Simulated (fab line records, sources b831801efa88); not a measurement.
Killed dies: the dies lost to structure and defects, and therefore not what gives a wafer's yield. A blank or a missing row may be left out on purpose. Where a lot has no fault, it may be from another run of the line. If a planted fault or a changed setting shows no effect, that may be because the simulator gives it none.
A sampling plan put to the test	flow gf180mcu	one fab line, 60 faults that these records tell of, each judged on the records of the lots that it struck; 1 more is left out, because the records don't allow judging it
What counts as the plan is the set of the line's own looks, namely the steps on the route at which a gauge or an inspection reads a wafer and does not change it. Where struck wafers have a number at a look and the file lists that look's usual mean and standard deviation on fault-free wafers, the look can be judged. Caught: the struck wafers' mean, at a look after the fault's first step, is 4 or more of those standard deviations (sigma) away from the usual mean. On the tool: the same test on the tool's own readings at the fault's steps. Caught also covers a different recipe on the struck wafers, or a record left blank for those wafers only.

## THE FAULTS, as the simulator had put them in
1. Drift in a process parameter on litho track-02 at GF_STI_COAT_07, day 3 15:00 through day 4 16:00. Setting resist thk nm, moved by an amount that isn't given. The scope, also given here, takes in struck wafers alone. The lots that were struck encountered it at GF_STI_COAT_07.
2. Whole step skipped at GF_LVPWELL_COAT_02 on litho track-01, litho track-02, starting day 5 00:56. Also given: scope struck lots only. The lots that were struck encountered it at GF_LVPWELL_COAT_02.
3. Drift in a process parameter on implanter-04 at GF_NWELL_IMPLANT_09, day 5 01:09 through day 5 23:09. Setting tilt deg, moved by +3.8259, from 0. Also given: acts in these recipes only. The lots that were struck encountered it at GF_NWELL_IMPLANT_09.
4. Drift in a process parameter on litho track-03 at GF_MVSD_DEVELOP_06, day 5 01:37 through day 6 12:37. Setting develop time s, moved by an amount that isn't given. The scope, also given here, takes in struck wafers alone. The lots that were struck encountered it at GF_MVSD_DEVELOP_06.
5. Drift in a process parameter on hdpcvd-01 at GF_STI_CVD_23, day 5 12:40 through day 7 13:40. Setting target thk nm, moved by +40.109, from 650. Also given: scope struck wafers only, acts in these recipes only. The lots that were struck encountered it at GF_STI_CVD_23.
6. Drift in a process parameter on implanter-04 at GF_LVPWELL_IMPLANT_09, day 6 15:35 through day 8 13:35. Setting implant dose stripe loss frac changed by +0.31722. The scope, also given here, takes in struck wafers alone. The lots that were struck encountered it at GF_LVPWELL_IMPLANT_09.
7. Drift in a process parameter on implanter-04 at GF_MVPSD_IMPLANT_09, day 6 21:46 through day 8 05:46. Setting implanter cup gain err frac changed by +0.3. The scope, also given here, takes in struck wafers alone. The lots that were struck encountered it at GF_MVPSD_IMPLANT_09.
8. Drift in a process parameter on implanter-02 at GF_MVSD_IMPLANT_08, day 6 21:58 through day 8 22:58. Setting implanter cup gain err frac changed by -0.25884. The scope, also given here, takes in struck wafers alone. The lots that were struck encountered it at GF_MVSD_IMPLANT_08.
9. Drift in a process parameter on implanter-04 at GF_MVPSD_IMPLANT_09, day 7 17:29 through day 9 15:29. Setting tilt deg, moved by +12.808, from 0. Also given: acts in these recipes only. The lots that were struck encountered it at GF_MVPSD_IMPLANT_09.
10. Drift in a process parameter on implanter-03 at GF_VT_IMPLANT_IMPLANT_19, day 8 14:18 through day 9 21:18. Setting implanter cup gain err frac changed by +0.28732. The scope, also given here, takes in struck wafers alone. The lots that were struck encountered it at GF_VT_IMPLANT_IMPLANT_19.
11. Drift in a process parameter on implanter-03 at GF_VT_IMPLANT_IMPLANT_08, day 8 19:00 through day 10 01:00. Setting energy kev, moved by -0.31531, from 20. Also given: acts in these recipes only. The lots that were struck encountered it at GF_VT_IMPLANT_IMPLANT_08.
12. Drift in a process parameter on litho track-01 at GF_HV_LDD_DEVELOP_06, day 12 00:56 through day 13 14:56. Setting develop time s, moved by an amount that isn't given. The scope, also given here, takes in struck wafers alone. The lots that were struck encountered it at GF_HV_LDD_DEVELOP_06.
13. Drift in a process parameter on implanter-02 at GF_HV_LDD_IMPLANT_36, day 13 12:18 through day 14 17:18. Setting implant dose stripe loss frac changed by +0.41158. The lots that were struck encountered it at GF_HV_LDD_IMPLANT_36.
14. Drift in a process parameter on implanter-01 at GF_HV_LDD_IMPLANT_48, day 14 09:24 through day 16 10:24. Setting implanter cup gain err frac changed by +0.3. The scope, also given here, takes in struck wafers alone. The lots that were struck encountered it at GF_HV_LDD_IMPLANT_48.
15. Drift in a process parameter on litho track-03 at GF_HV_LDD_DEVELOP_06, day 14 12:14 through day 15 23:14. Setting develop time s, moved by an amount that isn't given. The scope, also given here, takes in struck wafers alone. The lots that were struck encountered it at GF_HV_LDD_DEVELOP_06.
16. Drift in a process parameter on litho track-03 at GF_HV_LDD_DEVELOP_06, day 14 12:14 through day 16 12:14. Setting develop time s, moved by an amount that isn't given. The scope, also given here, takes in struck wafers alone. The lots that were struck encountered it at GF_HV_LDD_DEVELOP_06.
17. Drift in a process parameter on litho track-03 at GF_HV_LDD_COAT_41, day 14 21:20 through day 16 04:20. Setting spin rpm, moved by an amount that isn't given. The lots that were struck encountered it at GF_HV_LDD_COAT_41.
18. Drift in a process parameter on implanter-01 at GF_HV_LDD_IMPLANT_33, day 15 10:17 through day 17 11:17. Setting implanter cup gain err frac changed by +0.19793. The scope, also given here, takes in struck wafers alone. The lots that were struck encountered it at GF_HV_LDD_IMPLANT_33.
19. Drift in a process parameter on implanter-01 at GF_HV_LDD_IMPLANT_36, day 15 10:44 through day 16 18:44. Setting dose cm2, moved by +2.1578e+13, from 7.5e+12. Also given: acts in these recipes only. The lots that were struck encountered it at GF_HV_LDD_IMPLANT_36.
20. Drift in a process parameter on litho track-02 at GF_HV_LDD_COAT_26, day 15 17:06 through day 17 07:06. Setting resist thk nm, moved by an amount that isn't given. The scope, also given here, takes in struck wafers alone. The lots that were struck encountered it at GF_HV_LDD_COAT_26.
21. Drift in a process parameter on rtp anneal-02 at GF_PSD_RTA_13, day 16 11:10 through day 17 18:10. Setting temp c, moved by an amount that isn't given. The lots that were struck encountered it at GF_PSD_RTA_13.
22. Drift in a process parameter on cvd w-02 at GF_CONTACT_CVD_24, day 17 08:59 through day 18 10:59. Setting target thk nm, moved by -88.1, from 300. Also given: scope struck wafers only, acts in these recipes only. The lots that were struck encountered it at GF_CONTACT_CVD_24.
23. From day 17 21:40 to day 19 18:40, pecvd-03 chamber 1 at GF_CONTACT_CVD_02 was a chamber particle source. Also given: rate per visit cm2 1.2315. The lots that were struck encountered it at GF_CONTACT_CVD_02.
24. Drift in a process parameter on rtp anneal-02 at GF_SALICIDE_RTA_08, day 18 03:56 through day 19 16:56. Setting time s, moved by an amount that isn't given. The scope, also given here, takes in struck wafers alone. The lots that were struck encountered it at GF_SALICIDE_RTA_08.
25. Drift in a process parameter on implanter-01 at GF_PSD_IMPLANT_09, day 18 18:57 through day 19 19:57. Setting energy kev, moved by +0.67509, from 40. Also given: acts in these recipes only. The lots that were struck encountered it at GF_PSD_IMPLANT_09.
26. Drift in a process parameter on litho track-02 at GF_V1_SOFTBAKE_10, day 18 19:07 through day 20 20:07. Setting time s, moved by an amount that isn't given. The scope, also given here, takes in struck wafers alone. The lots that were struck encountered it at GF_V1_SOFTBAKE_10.
27. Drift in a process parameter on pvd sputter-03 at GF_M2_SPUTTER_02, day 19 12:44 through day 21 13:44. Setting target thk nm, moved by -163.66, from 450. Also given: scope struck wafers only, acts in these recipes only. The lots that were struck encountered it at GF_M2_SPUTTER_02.
28. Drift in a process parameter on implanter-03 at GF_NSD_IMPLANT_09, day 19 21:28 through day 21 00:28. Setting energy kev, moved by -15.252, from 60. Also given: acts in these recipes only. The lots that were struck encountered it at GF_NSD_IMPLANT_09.
29. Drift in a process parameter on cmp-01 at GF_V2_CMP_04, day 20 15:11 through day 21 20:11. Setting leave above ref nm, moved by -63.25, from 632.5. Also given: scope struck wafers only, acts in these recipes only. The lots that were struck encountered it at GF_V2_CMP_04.
30. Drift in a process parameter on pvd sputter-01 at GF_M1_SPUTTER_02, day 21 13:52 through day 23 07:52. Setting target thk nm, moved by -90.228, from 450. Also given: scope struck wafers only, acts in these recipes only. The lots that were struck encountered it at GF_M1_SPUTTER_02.
31. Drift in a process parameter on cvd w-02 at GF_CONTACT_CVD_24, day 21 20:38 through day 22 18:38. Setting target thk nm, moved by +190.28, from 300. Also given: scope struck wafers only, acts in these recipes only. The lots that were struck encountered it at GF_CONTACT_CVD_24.
32. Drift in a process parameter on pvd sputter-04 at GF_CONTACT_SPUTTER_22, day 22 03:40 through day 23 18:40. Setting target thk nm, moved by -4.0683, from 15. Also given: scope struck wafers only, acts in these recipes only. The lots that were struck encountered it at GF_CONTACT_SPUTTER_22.
33. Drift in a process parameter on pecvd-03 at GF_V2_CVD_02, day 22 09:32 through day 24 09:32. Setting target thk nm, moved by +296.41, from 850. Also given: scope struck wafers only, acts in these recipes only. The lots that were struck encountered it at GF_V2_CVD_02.
34. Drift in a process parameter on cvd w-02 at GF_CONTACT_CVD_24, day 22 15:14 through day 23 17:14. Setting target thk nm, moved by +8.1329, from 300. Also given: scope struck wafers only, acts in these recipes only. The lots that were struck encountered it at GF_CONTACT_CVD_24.
35. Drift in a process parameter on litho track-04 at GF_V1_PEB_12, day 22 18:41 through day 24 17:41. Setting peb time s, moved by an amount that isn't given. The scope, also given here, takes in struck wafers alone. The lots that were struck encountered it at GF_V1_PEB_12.
36. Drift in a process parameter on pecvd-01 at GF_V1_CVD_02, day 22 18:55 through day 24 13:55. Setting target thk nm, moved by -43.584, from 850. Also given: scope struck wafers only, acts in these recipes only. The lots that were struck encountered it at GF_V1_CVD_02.
37. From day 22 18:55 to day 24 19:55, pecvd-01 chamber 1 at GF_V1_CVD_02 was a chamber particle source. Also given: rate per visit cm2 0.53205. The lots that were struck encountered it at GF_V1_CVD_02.
38. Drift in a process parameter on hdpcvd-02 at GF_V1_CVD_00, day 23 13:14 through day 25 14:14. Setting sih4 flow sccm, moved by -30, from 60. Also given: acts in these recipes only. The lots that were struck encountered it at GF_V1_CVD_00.
39. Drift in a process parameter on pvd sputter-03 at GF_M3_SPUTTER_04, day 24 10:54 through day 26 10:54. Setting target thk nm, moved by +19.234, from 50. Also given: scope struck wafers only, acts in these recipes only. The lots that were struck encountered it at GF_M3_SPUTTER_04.
40. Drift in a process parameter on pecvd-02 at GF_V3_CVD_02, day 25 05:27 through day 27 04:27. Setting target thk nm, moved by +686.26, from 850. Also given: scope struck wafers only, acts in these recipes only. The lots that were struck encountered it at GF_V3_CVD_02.
41. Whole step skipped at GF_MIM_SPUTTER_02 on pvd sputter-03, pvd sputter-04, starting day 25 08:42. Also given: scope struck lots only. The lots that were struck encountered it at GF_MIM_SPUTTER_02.
42. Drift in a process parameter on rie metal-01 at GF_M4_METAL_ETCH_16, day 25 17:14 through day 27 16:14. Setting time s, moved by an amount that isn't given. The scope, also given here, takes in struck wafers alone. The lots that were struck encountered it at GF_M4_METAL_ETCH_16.
43. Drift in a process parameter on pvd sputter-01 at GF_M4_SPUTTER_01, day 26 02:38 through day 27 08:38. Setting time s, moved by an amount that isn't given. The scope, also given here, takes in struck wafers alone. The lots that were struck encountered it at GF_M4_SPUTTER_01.
44. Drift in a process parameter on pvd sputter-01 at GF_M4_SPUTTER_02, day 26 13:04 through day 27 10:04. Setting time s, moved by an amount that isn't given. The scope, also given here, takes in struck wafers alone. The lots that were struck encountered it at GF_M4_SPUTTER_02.
45. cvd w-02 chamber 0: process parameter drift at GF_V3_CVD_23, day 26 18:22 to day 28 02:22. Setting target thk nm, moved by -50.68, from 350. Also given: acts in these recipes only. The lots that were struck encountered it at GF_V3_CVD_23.
46. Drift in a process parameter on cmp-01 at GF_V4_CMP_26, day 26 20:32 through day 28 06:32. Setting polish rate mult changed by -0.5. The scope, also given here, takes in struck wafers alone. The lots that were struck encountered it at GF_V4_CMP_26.
47. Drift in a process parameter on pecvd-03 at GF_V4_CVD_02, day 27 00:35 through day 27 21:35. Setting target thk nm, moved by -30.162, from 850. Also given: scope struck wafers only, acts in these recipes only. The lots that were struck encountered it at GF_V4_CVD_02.
48. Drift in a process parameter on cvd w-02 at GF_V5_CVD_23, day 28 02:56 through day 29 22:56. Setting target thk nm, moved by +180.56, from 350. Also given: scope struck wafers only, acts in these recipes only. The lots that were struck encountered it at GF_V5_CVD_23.
49. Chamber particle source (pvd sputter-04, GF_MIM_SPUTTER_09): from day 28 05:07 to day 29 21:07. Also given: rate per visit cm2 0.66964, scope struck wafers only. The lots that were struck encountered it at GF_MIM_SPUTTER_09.
50. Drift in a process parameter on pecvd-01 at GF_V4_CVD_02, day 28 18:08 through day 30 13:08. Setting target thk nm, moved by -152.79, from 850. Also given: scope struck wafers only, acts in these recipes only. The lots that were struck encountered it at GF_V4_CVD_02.
51. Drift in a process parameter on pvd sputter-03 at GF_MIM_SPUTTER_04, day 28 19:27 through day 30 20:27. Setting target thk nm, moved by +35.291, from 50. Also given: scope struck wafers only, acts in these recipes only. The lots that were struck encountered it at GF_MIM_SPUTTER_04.
52. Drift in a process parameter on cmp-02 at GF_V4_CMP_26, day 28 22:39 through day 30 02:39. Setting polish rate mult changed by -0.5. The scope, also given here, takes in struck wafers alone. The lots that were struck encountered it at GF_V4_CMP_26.
53. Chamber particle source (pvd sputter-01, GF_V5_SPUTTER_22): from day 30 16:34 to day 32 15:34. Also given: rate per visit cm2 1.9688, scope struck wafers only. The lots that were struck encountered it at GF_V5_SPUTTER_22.
54. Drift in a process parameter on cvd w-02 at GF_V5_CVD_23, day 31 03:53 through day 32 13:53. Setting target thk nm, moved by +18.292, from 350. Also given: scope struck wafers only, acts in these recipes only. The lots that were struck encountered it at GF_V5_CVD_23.
55. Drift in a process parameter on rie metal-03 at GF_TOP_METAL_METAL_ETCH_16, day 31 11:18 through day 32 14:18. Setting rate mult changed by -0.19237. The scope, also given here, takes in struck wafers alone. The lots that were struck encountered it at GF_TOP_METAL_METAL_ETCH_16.
56. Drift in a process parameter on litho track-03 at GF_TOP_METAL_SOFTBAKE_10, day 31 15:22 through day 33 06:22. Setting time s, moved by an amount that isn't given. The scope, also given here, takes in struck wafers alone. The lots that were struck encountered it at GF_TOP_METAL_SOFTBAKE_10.
57. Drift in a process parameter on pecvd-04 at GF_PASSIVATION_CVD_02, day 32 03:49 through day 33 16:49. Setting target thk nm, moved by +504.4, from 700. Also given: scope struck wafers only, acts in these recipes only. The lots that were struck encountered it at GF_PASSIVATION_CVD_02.
58. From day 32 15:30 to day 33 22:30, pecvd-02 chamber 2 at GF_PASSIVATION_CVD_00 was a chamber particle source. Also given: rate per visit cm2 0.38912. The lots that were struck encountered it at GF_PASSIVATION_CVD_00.
59. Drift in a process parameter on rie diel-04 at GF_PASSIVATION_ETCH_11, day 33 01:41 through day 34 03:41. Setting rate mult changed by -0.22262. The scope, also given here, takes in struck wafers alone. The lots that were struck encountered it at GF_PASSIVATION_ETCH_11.
60. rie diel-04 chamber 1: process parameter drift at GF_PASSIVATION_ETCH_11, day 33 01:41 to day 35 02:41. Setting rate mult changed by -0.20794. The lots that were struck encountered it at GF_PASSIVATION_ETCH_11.

## WHAT THE PLAN SAW
fault	on the tool itself	first look that catches it	reading, sigma	median hours from its first step to that look	hours from the fault's start to the first struck lot there	judged looks passed uncaught
1	under 2 sigma	none of the 2 looks that can be judged after it	-	-	-	2
2	the tool's record is blank for the struck wafers	GF_MVPSD_TW_MEAS_11	MVPSD_TW +42	38.8	40	1
3	tilt deg +99 or beyond sigma	GF_VT_IMPLANT_RS_MEAS_47	NWELL_RS -6.8	116.9	124	2
4	no reading that can be judged	GF_MVSD_TW_MEAS_11	MVSD_TW -99 or beyond	1.1	3	0
5	no reading that can be judged	GF_STI_THK_MEAS_24	STI_CVD_23_THK +6.3	0.1	3	0
6	under 2 sigma	GF_VT_IMPLANT_RS_MEAS_48	LVPWELL_RS +19	103.0	105	1
7	faraday current uA +14 sigma	GF_VT_IMPLANT_RS_MEAS_49	MVPSD_RS +19	68.5	73	0
8	beam on s +17 sigma	GF_MVSD_TW_MEAS_11	MVSD_TW +17	0.4	5	0
9	tilt deg +99 or beyond sigma	none of the 2 looks that can be judged after it	strongest: MVPSD_TW at GF_MVPSD_TW_MEAS_11, +3.1	-	-	2
10	faraday current uA +14 sigma	GF_VT_IMPLANT_TW_MEAS_21	VT_IMPLANT_2_TW -7.0	0.2	4	0
11	beam energy keV -51 sigma	no look after it can be judged	-	-	-	0
12	under 2 sigma	GF_HV_LDD_CD_MEAS_07	cd nm +6.1	0.1	12	0
13	no reading that can be judged	GF_HV_LDD_RS_MEAS_53	HV_LDD_RS +6.1	21.3	30	1
14	faraday current uA +16 sigma	GF_HV_LDD_TW_MEAS_50	HV_LDD_4_TW -12	0.2	8	0
15	under 2 sigma	GF_HV_LDD_CD_MEAS_07	cd nm +6.7	0.1	3	0
16	no reading that can be judged	GF_HV_LDD_TW_MEAS_11	HV_LDD_TW -99 or beyond	0.5	3	0
17	spin speed rpm -64 sigma	none of the 2 looks that can be judged after it	-	-	-	2
18	faraday current uA +10 sigma	none of the 2 looks that can be judged after it	strongest: HV_LDD_RS at GF_HV_LDD_RS_MEAS_53, +3.4	-	-	2
19	dose ions cm2 +99 or beyond sigma	GF_HV_LDD_TW_MEAS_38	HV_LDD_3_TW +29	0.2	4	0
20	no reading that can be judged	not the one look that can be judged after it	-	-	-	1
21	wafer_temp_C_max +7.3 sigma	GF_PSD_RS_MEAS_14	NSD_RS -15	0.1	5	0
22	under 2 sigma	GF_CONTACT_RS_MEAS_25	CONTACT_W_RS +40	0.1	14	0
23	under 2 sigma	no look after it can be judged	-	-	-	0
24	run length s +99 or beyond sigma	no look after it can be judged	-	-	-	0
25	beam energy keV +68 sigma	none of the 2 looks that can be judged after it	strongest: PSD_RS at GF_PSD_RS_MEAS_15, -2.7	-	-	2
26	heater power total W +99 or beyond sigma	none of the 2 looks that can be judged after it	strongest: cd nm at GF_V1_CD_MEAS_14, -4.0	-	-	2
27	under 2 sigma	GF_M2_RS_MEAS_05	M2_ALCU_RS +56	0.1	16	0
28	beam energy keV -99 or beyond sigma	GF_NSD_TW_MEAS_12	NSD_TW -4.7	0.4	8	0
29	time to endpoint s +5.0 sigma	not the one look that can be judged after it	-	-	-	1
30	under 2 sigma	GF_M1_RS_MEAS_05	M1_ALCU_RS +25	0.1	19	0
31	under 2 sigma	GF_CONTACT_RS_MEAS_25	CONTACT_W_RS -37	0.1	3	0
32	under 2 sigma	no look after it can be judged	-	-	-	0
33	only faintly: heater power w -2.5 sigma	GF_V2_THK_MEAS_03	V2_CVD_02_THK +27	0.1	22	0
34	under 2 sigma	none of the 2 looks that can be judged after it	strongest: CONTACT_W_RS at GF_CONTACT_RS_MEAS_25, -2.6	-	-	2
35	no reading that can be judged	none of the 9 looks that can be judged after it	strongest: cd nm at GF_V1_CD_MEAS_14, +3.1	-	-	9
36	under 2 sigma	not the one look that can be judged after it	strongest: V1_CVD_02_THK at GF_V1_THK_MEAS_03, -3.3	-	-	1
37	under 2 sigma	not the one look that can be judged after it	-	-	-	1
38	sih4 flow sccm -99 or beyond sigma	GF_V1_THK_MEAS_01	V1_CVD_00_THK -39	0.1	5	0
39	under 2 sigma	not the one look that can be judged after it	strongest: M3_ALCU_THK at GF_M3_THK_MEAS_06, -3.0	-	-	1
40	under 2 sigma	GF_V3_THK_MEAS_03	V3_CVD_02_THK +61	0.1	7	0
41	the tool's record is blank for the struck wafers	no look after it can be judged	-	-	-	0
42	run length s -12 sigma	no look after it can be judged	-	-	-	0
43	under 2 sigma	no look after it can be judged	-	-	-	0
44	under 2 sigma	GF_M4_RS_MEAS_05	M4_ALCU_RS +15	0.1	18	0
45	under 2 sigma	GF_V3_RS_MEAS_24	V3_W_RS +16	0.1	7	0
46	overpolish run s -99 or beyond sigma	no look after it can be judged	-	-	-	0
47	under 2 sigma	not the one look that can be judged after it	strongest: V4_CVD_02_THK at GF_V4_THK_MEAS_03, -3.1	-	-	1
48	under 2 sigma	GF_V5_RS_MEAS_24	V5_W_RS -33	0.1	6	0
49	under 2 sigma	not the one look that can be judged after it	-	-	-	1
50	under 2 sigma	GF_V4_THK_MEAS_03	V4_CVD_02_THK -11	0.1	14	0
51	under 2 sigma	none of the 5 looks that can be judged after it	-	-	-	5
52	overpolish run s -99 or beyond sigma	no look after it can be judged	-	-	-	0
53	under 2 sigma	no look after it can be judged	-	-	-	0
54	under 2 sigma	GF_V5_RS_MEAS_24	V5_W_RS -5.5	0.1	3	0
55	oes product au -17 sigma	no look after it can be judged	-	-	-	0
56	heater power total W +99 or beyond sigma	none of the 2 looks that can be judged after it	-	-	-	2
57	under 2 sigma	GF_PASSIVATION_THK_MEAS_03	PASSIVATION_CVD_02_THK +57	0.3	2	0
58	under 2 sigma	no look after it can be judged	-	-	-	0
59	oes product au -18 sigma	no look after it can be judged	-	-	-	0
60	oes product au -17 sigma	no look after it can be judged	-	-	-	0
A dash: the fault is not caught, or the number is missing from these records.

Caught at a look: 29 of 60. Caught on the tool: 26 of 60. By one or the other: 45 of 60.
Faults 9, 11, 17, 18, 24, 25, 26, 29, 41, 42, 46, 52, 55, 56, 59, 60 were caught on the tool alone.
Caught at a look alone: faults 4, 5, 6, 12, 13, 15, 16, 22, 27, 30, 31, 33, 40, 44, 45, 48, 50, 54, 57.
Caught by neither: faults 1, 20, 23, 32, 34, 35, 36, 37, 39, 43, 47, 49, 51, 53, 58.

## THINNER SAMPLING
Were the look that catches a fault to measure just every second or every third lot (counted by lot number), the first struck lot would, at worst, be measured this late:
fault	struck lots at that look, in order of time	every lot	every second lot	every third lot
2	L133, L134, L135	40 h	50 h	56 h
3	L575, L576, L577	124 h	135 h	139 h
4	L325, L327, L329	3 h	may miss all 3	24 h
5	L516, L517, L518	3 h	6 h	11 h
6	L337, L338	105 h	111 h	may miss all 2
7	L722, L723, L726	73 h	80 h	may miss all 3
8	L756, L763, L764	5 h	39 h	46 h
10	L630, L632, L633	4 h	21 h	may miss all 3
12	L357, L358, L360	12 h	22 h	may miss all 3
13	L470, L471	30 h	38 h	may miss all 2
14	L130, L131, L134	8 h	17 h	may miss all 3
15	L714	3 h	may miss it	may miss it
16	L784, L787, L788	3 h	26 h	may miss all 3
19	L956, L957, L959	4 h	11 h	may miss all 3
21	L943, L945	5 h	may miss all 2	may miss all 2
22	L664, L665	14 h	22 h	may miss all 2
27	L429, L430, L431	16 h	22 h	33 h
28	L272, L273, L274	8 h	16 h	24 h
30	L521	19 h	may miss it	may miss it
31	L955, L956	3 h	11 h	may miss all 2
33	L226, L229	22 h	43 h	may miss all 2
38	L656, L657	5 h	10 h	may miss all 2
40	L899, L900	7 h	16 h	may miss all 2
44	L510	18 h	may miss it	may miss it
45	L347, L349	7 h	may miss all 2	may miss all 2
48	L797, L800	6 h	23 h	may miss all 2
50	L188	14 h	may miss it	may miss it
54	L257, L258, L260	3 h	8 h	may miss all 3
57	L921	2 h	may miss it	may miss it
The hour figures run from when the fault began to the first measured lot among those it struck. 4 sigma limit: tested on the pooled struck wafers, so a lone lot may be under it. Other struck lots may not be in these records.

## THE LONGEST TIMED WAY FROM STEP TO LOOK
Fault 3: median gap of 116.9 hours between GF_NWELL_IMPLANT_09 and GF_VT_IMPLANT_RS_MEAS_47. The looks between them that can be judged stayed within 4 sigma: GF_NWELL_TW_MEAS_11, GF_MVPSD_OVL_MEAS_07.
